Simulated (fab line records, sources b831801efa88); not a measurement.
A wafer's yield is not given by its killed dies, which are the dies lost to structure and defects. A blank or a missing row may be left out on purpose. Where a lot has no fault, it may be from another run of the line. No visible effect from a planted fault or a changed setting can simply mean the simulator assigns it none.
The tool behind it: which one?    flow gf180mcu    36 wafers from 12 lots sampled at 4 of the route's 602 steps

## WHAT THE GAUGES SHOWED, per wafer
GF_PASSIVATION_THK_MEAS_01.
lot   measured      on             PASSIVATION_CVD_00_THK (nm)
L204  day 28 03:43  film-metro-04  976 1001 1006
L206  day 28 18:38  film-metro-01  999 978 1012
L207  day 28 22:10  film-metro-03  1006 1010 1012
L208  day 29 14:16  film-metro-03  987 1013 1015
L209  day 29 15:55  film-metro-03  1000 1014 1016
L211  day 30 10:49  film-metro-01  1009 995 1013
L218  day 32 02:06  film-metro-03  1002 1028 1017
L219  day 32 21:53  film-metro-03  1008 1014 1006
L221  day 33 08:31  film-metro-03  1004 990 1009
L223  day 33 19:07  film-metro-01  987 989 1000
L225  day 34 02:26  film-metro-01  1009 1004 1006
L226  day 34 05:59  film-metro-03  1018 1021 1034

## WHICH TOOL RAN EACH LOT (tool, then ch and the chambers of the sampled wafers, then the start)
lot   GF_V4_SPUTTER_22              GF_TOP_METAL_SPUTTER_02       GF_TOP_METAL_STRIP_17
L204  pvd-sputter-04, day 24 12:08  pvd-sputter-04, day 27 06:55  plasma-asher-01 ch 0,1, day 28 02:57
L206  pvd-sputter-04, day 25 02:47  pvd-sputter-02, day 27 21:47  plasma-asher-04 ch 0,1, day 28 18:01
L207  pvd-sputter-04, day 25 08:25  pvd-sputter-04, day 28 01:29  plasma-asher-04 ch 0,1, day 28 21:33
L208  pvd-sputter-04, day 26 00:32  pvd-sputter-03, day 28 18:12  plasma-asher-01 ch 0,1, day 29 13:15
L209  pvd-sputter-04, day 26 00:40  pvd-sputter-02, day 28 19:06  plasma-asher-03 ch 0,1, day 29 14:53
L211  pvd-sputter-04, day 26 21:02  pvd-sputter-04, day 29 15:19  plasma-asher-01 ch 0,1, day 30 10:02
L218  pvd-sputter-01, day 28 21:42  pvd-sputter-04, day 31 07:39  plasma-asher-03 ch 0,1, day 32 01:29
L219  pvd-sputter-04, day 29 18:25  pvd-sputter-03, day 32 03:53  plasma-asher-01 ch 0,1, day 32 21:16
L221  pvd-sputter-01, day 30 07:04  pvd-sputter-03, day 32 15:37  plasma-asher-01 ch 0,1, day 33 07:55
L223  pvd-sputter-03, day 30 19:20  pvd-sputter-04, day 33 02:08  plasma-asher-04 ch 0,1, day 33 18:29
L225  pvd-sputter-01, day 31 04:40  pvd-sputter-03, day 33 10:07  plasma-asher-03 ch 0,1, day 34 01:47
L226  pvd-sputter-01, day 31 07:43  pvd-sputter-03, day 33 13:08  plasma-asher-04 ch 0,1, day 34 05:24
- GF_V4_SPUTTER_22: material TiN, target thk 10 nm, time 40 s.
- GF_TOP_METAL_SPUTTER_02: material AlCu, target thk 900 nm, time 47.82 s.
- GF_TOP_METAL_STRIP_17: strips in O2/N2.

## WHAT THE TOOLS THEMSELVES READ (means of the sampled wafers that have a number; where no wafer has one, the mark that the record gives instead)
GF_V4_SPUTTER_22.
lot   tool            cathode-dc-power-W (W)  throttle-valve-pct (%)
L204  pvd-sputter-04  3999.8                  30.6
L206  pvd-sputter-04  3999.5                  29.8
L207  pvd-sputter-04  3999.6                  29.7
L208  pvd-sputter-04  3999.6                  30.3
L209  pvd-sputter-04  3999.6                  30.7
L211  pvd-sputter-04  3999.8                  30.1
L218  pvd-sputter-01  3999.9                  30.5
L219  pvd-sputter-04  3999.6                  30.2
L221  pvd-sputter-01  4000.0                  30.1
L223  pvd-sputter-03  3999.7                  29.6
L225  pvd-sputter-01  3998.9                  30.3
L226  pvd-sputter-01  4000.3                  30.4

GF_TOP_METAL_SPUTTER_02.
lot   tool            cathode-dc-power-W (W)  throttle-valve-pct (%)
L204  pvd-sputter-04  10601                   30.5
L206  pvd-sputter-02  10600                   29.7
L207  pvd-sputter-04  10601                   29.7
L208  pvd-sputter-03  10600                   30.2
L209  pvd-sputter-02  10601                   29.7
L211  pvd-sputter-04  10601                   30.2
L218  pvd-sputter-04  10600                   30.2
L219  pvd-sputter-03  10597                   30.4
L221  pvd-sputter-03  10600                   30.6
L223  pvd-sputter-04  10598                   30.4
L225  pvd-sputter-03  10599                   29.5
L226  pvd-sputter-03  10601                   29.5

GF_TOP_METAL_STRIP_17.
lot   tool             drypump-motor-current-A (A)  heater-power-w (W)  oes-product-au (a.u.)  strip-time-to-endpoint-s (s)
L204  plasma-asher-01  5.5                          347                 0.709                  12.84
L206  plasma-asher-04  6.0                          338                 0.709                  12.98
L207  plasma-asher-04  6.0                          339                 0.711                  13.00
L208  plasma-asher-01  5.5                          343                 0.712                  12.91
L209  plasma-asher-03  6.0                          349                 0.708                  12.83
L211  plasma-asher-01  5.7                          324                 0.711                  13.11
L218  plasma-asher-03  6.2                          371                 0.713                  12.90
L219  plasma-asher-01  5.6                          361                 0.709                  13.03
L221  plasma-asher-01  5.5                          361                 0.710                  12.86
L223  plasma-asher-04  5.9                          338                 0.709                  13.05
L225  plasma-asher-03  6.2                          364                 0.713                  12.92
L226  plasma-asher-04  6.1                          330                 0.710                  12.87

## THE ANSWER, worked out from the rows above alone
Rule: what is usual is taken from the lots themselves. The widest of any qualifying gaps counts: lots, ordered by their means at a reading, are off when they make up no more than a third of the lots, leave a main group of 4 or more, and stand apart from it by 3 or more times the standard deviation of that group's means. A main group whose means are all the same, to the digits that the tables above print for the reading, isn't used. A lot without any number at a reading at which 4 lots or more have one is off too. The other lots that the step has rows for count as sound. After the gauges, taken in route order, come the tools' own readings; for these a lot's mean is taken, as printed above. At the first step where some lot is off, the reading lying furthest off is the one used; lots without a number count as furthest.
Across all readings shown, no lot is off: no conclusion can be drawn from this.

## WHAT THE SIMULATOR HAD INSERTED
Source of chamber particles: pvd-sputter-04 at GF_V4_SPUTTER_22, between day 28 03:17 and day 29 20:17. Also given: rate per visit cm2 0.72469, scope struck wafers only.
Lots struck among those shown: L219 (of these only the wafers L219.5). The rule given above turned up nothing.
